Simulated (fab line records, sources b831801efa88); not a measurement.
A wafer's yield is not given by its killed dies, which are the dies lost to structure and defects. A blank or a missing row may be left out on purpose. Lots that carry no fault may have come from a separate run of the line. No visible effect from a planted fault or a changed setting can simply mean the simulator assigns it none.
Code-filled problem report in 8D (eight disciplines) form    flow gf180mcu    the parts of the form that need people (team, actions taken, sign-off) are left out

== 1. WHAT WENT WRONG ==
cd nm at GF_V4_CD_MEAS_14 reads a mean of 249.7 nm on 6 wafers of 2 lots; wafers without a fault read 259.9 nm with a standard deviation of 1.2. That puts it -8.5 standard deviations away from the usual mean.
The step: target cd 260 nm.
Seen first at day 30 10:12 on cd sem-02, wafer L771.1. The record has a number at this step for 36 wafers belonging to 12 lots. Rule for "out" (also "out of limits"): further than 4 standard deviations from the usual mean. The other wafers with a number count as sound.

== 2. WHAT IT IS; WHAT IT IS NOT ==
question                     is                      is not
which readings at this step  cd nm                   -
which lots                   L771, L772              L755, L758, L759, L761, L762, L763, L764, L765, L774, L775
which wafers of those lots   all that have a number  -
read on which gauges         cd sem-02               cd sem-01
when                         from day 30 10:12       up to then (24 sound wafers); but 6 sound wafers of L774, L775 came after

== 3. WHAT RULES OUT EACH SUSPECT ==
Counting: any tool at a process step up to the reading is kept as a suspect provided that every lot that is out went through it and no sound lot did after the first of them.
- ruled out: the gauge at GF_V4_CD_MEAS_14. All the wafers that are out were read on cd sem-02, but those of them that GF_V4_EXPOSE_11 has rows for are out there too, on other tools.
- pvd sputter-02 at GF_M4_SPUTTER_03 (material Ti, target thk 10 nm, time 6.7 s): ruled out as a lasting fault. Sound lots L775 ran on it after its first lot that is out, L771 (day 28 19:31).
- plasma asher-02 at GF_M4_STRIP_17 (strips in O2/N2): ruled out as a lasting fault. Sound lots L774 ran on it after its first lot that is out, L771 (day 29 14:23).
- krf scanner-01 at GF_V4_EXPOSE_11 (exposes mask Via4, target cd 260 nm): kept. It processed each lot that is out, first L771 at day 30 00:30, and no sound lot thereafter; up to then, the last sound lot it processed was L764 at day 27 12:07. Out on those wafers are its own readings of exposure dose mJ cm2.
The count leaves krf scanner-01 at GF_V4_EXPOSE_11.

== 4. THE CAUSE (what the simulator had put in) ==
Process parameter drift: krf scanner-01, from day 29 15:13 on, at GF_V4_EXPOSE_11. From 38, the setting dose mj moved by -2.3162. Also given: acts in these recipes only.
Only this tool survived the counting.

== 5. THE CHAIN OF EFFECTS, in route order ==
Each row: a reading whose mean over the struck wafers that have a number lies more than 3 standard deviations from the usual. Scope: only readings with a usual standard deviation given in the record; hours: median across lots of the time from each lot's start at the first step in this table that gives one to its start at this step; sigmas: change in usual standard deviations.
hours  step              reading               usual     on struck wafers  change  sigmas
0      GF_V4_EXPOSE_11   exposure dose mJ cm2  38.01     35.68             -2.33   -58
10     GF_V4_CD_MEAS_14  cd nm                 259.9 nm  249.7             -10.2   -8.5
It contains these process steps:
- GF_V4_EXPOSE_11: exposes mask Via4, target cd 260 nm.

== 6. WHAT WOULD HAVE CAUGHT IT SOONER ==
Counted from the fault's start at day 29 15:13, it took 19 hours until the first out-of-limits reading at a measuring or inspecting step in this record, taken at day 30 10:12.
Tool's own readings at GF_V4_EXPOSE_11, exposure dose mJ cm2: out on all struck wafers the step has rows for; an alarm limit on them would have tripped on the first.
Each of the lots that are out, 2 in all, had begun GF_V4_EXPOSE_11 on krf scanner-01 no later than day 30 10:12. A hold on the tool at that time would have spared none of them.
